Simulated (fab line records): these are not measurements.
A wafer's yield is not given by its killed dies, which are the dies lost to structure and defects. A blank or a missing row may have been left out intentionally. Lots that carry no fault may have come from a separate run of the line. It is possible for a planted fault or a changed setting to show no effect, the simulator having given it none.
A struck lot beside a sound one	flow sky130	16 out of 708 route steps
Sound: wafers L981.3, L981.4, L981.5. Struck: wafers L989.2, L989.5, L989.6. The cause is given at the end.
Per side, at each step with rows, come the tool, then ch with its chambers, and then its first start. Under that, the readings that differ: sound wafers	struck wafers	difference of the means	sigmas: that difference in standard deviations of wafers without a fault.
alike: words and numbers the same on both sides, and readings whose means are apart by under 2 such deviations; not compared: readings that were withheld, readings missing a value for some wafer, numbers with overlapping values and no deviation given by the record, and bounds like >300 which may hide the same value.
A row with sigmas, a row that says differs or no value, or rows on one side alone: a step with any of these is where the two part. Numbers that don't overlap but have no deviation are shown without sigmas and don't part them. A reading missing from all wafers of one side parts the sides only when that side holds two or more wafers.

SKY_VIA1_CMP_02: polishes SiO2.
  sound on cmp-02 ch 0,1, day 35 07:14; struck on cmp-01 ch 0,1, day 37 12:40
  alike: motorCurrentA
SKY_VIA1_BOW_MEAS_03:
  sound: filmMetro-01 at day 35 07:34; struck: filmMetro-02 at day 37 12:56
  alike: VIA1_BOW
then, 8 steps without rows for these wafers: SKY_VIA1_DEHYDRATE_04 (time 60 s); SKY_VIA1_HMDS_05 (prime time 60 s); SKY_VIA1_COAT_06 (resist thk 60 nm); SKY_VIA1_COAT_07 (resist thk 450 nm); SKY_VIA1_SOFTBAKE_08 (time 90 s); SKY_VIA1_EXPOSE_09 (exposes mask VIM, target cd 150 nm); SKY_VIA1_PEB_10; SKY_VIA1_DEVELOP_11 (develop time 60 s).
SKY_VIA1_CD_MEAS_12 targets a cd of 150 nm.
  sound: cdSem-01 at day 36 10:40; struck: cdSem-02 at day 38 14:53
  alike: cdNm
SKY_VIA1_OVL_MEAS_13:
  sound: overlay-02 at day 36 10:45; struck: overlay-02 at day 38 15:00
  alike: VIA1_OVL
SKY_VIA1_ETCH_14: etches BARC in N2/H2, stops on SiO2, time 45.9 s, target depth 60 nm.
  sound on rieDiel-01 ch 0,3, day 36 10:47; struck on rieDiel-03 ch 1,2, day 38 15:02
reading	sound	struck	difference	sigmas
oesProductAu (a.u.)	0.855 0.858 0.862	0.994 0.993 1.010	+0.141	+28
runLengthS (s)	74.9 74.8 74.9	50.9 50.8 51.0	-24.0	-47
model.etch.depthNm (nm)	60.25 60.23 60.13	38.39 37.42 38.63	-22.06	
model.KrF-thick_of_VIA1_COAT_07.thkNm (nm)	394 393.4 394.1	414 416.4 414.6	+21	
model.VIA1.cdNm (nm)	150.4 148 149.1	145.7 145.9 145.4	-3.5	
  alike: drypumpMotorCurrentA, throttleValvePct
  not compared: rfHoursCounterH
SKY_VIA1_ETCH_15: etches SiO2 in C4F8/O2/Ar, stops on TiN, target depth 351 nm, time 54 s.
  sound on rieDiel-01 ch 0,3, day 36 10:49; struck on rieDiel-03 ch 1,2, day 38 15:04
reading	sound	struck	difference	sigmas
oesProductAu (a.u.)	0.972 0.979 0.963	0.375 0.376 0.372	-0.597	-99 or more
model.KrF-thick_of_VIA1_COAT_07.thkNm (nm)	324 324.3 324.8	342.3 347 343.6	+19.9	
  alike: runLengthS
  not compared: rfHoursCounterH
SKY_VIA1_STRIP_16: strips in O2/N2.
  sound on plasmaAsher-03 ch 0,1, day 36 10:54; struck on plasmaAsher-03 ch 0,1, day 38 15:07
reading	sound	struck	difference	sigmas
stripTimeToEndpointS (s)	4.475 4.480 4.481	4.662 4.704 4.671	+0.200	+9
  alike: drypumpMotorCurrentA, oesProductAu
  not compared: rfHoursCounterH
then, 1 step without rows for these wafers: SKY_VIA1_STRIP_17 (strips in post etch residue remover, time 1200 s).

WHERE THEY PART
Earliest at SKY_VIA1_ETCH_14; latest, in this record, at SKY_VIA1_STRIP_16.

WHY: what the simulator had put in
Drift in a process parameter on rieDiel-03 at SKY_VIA1_ETCH_14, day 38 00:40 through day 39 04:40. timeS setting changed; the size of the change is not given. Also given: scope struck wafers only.
